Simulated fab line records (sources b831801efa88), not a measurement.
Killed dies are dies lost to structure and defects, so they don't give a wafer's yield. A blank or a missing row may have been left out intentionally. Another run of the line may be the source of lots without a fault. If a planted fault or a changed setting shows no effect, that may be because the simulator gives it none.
Problem report, 8D (eight disciplines) form, completed by code || flow sky130 || the parts of the form that need people (team, actions taken, sign-off) are left out

1. WHAT IS WRONG
cd_nm at SKY_VIA2_CD_MEAS_12 reads a mean of 153.6 nm on 3 wafers of 3 lots; wafers without a fault read 199.6 nm with a standard deviation of 1.3. That is -35 standard deviations from the usual mean.
The step: target cd 200 nm.
First observed at day 41 05:23: wafer L267.2, on cd_sem-01. The record has a number at this step for 36 wafers belonging to 13 lots. Rule for "out", or "out of limits": more than 4 standard deviations from the usual mean. The other wafers with a number count as sound.

2. WHAT THIS IS AND IS NOT
{"question": "which readings at this step", "is": "cd_nm", "is not": "-"}
{"question": "which lots", "is": "L267, L268, L269", "is not": "L251, L252, L254, L255, L258, L260, L262, L263, L265, L266"}
{"question": "which wafers of those lots", "is": "L267.2, L268.3, L269.3", "is not": "L267.5, L268.5, L269.5"}
{"question": "read on which gauges", "is": "cd_sem-01", "is not": "cd_sem-02"}
{"question": "when", "is": "from day 41 05:23", "is not": "up to then (31 sound wafers); but 2 sound wafers of L268, L269 came after"}

3. WHAT RULES OUT EACH SUSPECT
Counting: if a tool at a process step up to the reading ran every lot that is out, it stays a suspect. Sound lots after the first of them don't rule it out here, since some wafers of a struck lot are sound.
- the gauge at SKY_VIA2_CD_MEAS_12 has been ruled out. All the wafers that are out were read on cd_sem-01, but those of them that SKY_PAD_OPEN_PROBE_99 has rows for are out there too, on other tools.
- krf_scanner-02 at SKY_VIA2_EXPOSE_09 (exposes mask VIM2, target cd 200 nm): kept. Ran every lot that is out, first one L267 (day 40 18:14); last sound lot up to then L266 (day 40 15:58).
Left after counting: krf_scanner-02 at SKY_VIA2_EXPOSE_09.

4. THE CAUSE (what the simulator had put in)
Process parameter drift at SKY_VIA2_EXPOSE_09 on krf_scanner-02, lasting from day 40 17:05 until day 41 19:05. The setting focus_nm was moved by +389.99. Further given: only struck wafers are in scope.
Only this tool survived the counting.

5. THE CHAIN OF EFFECTS, in route order
One row per reading whose mean, taken over the struck wafers that have a number, lies over 3 standard deviations from the usual. Only readings for which the record gives a usual standard deviation are gone through. hours: the time from each lot's start at the first step in this table that gives one to its start at this step, as a median over the lots. sigmas: the change in usual standard deviations.
{"hours": 0, "step": "SKY_VIA2_CD_MEAS_12", "reading": "cd_nm", "usual": "199.6 nm", "on struck wafers": 153.6, "change": -46.0, "sigmas": -35}
{"hours": 202, "step": "SKY_PAD_OPEN_PROBE_99", "reading": "defect_limited_yield", "usual": "82.4 %", "on struck wafers": 9.0, "change": -73.4, "sigmas": -41}
{"hours": 202, "step": "SKY_PAD_OPEN_PROBE_99", "reading": "killed_at_M0_to_M3", "usual": 43, "on struck wafers": 401, "change": "+358", "sigmas": "+46"}
{"hours": 202, "step": "SKY_PAD_OPEN_PROBE_99", "reading": "killed_dies", "usual": 87, "on struck wafers": 448, "change": "+361", "sigmas": "+40"}
{"hours": 202, "step": "SKY_PAD_OPEN_PROBE_99", "reading": "killed_on_rim", "usual": 17, "on struck wafers": 83, "change": "+66", "sigmas": "+19"}
{"hours": 202, "step": "SKY_PAD_OPEN_PROBE_99", "reading": "sort_bin_5_function", "usual": "10.4 %", "on struck wafers": 83.5, "change": "+73.1", "sigmas": "+49"}
{"hours": 202, "step": "SKY_PAD_OPEN_PROBE_99", "reading": "sort_n_pass", "usual": 405, "on struck wafers": 44, "change": -361, "sigmas": -40}
{"hours": 202, "step": "SKY_PAD_OPEN_PROBE_99", "reading": "sort_yield_pct", "usual": "82.4 %", "on struck wafers": 9.0, "change": -73.4, "sigmas": -41}
Process steps it contains:
- SKY_PAD_OPEN_PROBE_99

6. HOW IT WOULD HAVE BEEN CAUGHT EARLIER
Counted from the fault's start at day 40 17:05, it took 12 hours until the first out-of-limits reading at a measuring or inspecting step in this record, taken at day 41 05:23.
By day 41 05:23, every lot that is out (3) had started SKY_VIA2_EXPOSE_09 on krf_scanner-02. Tool hold at that time: it would have spared none of them.
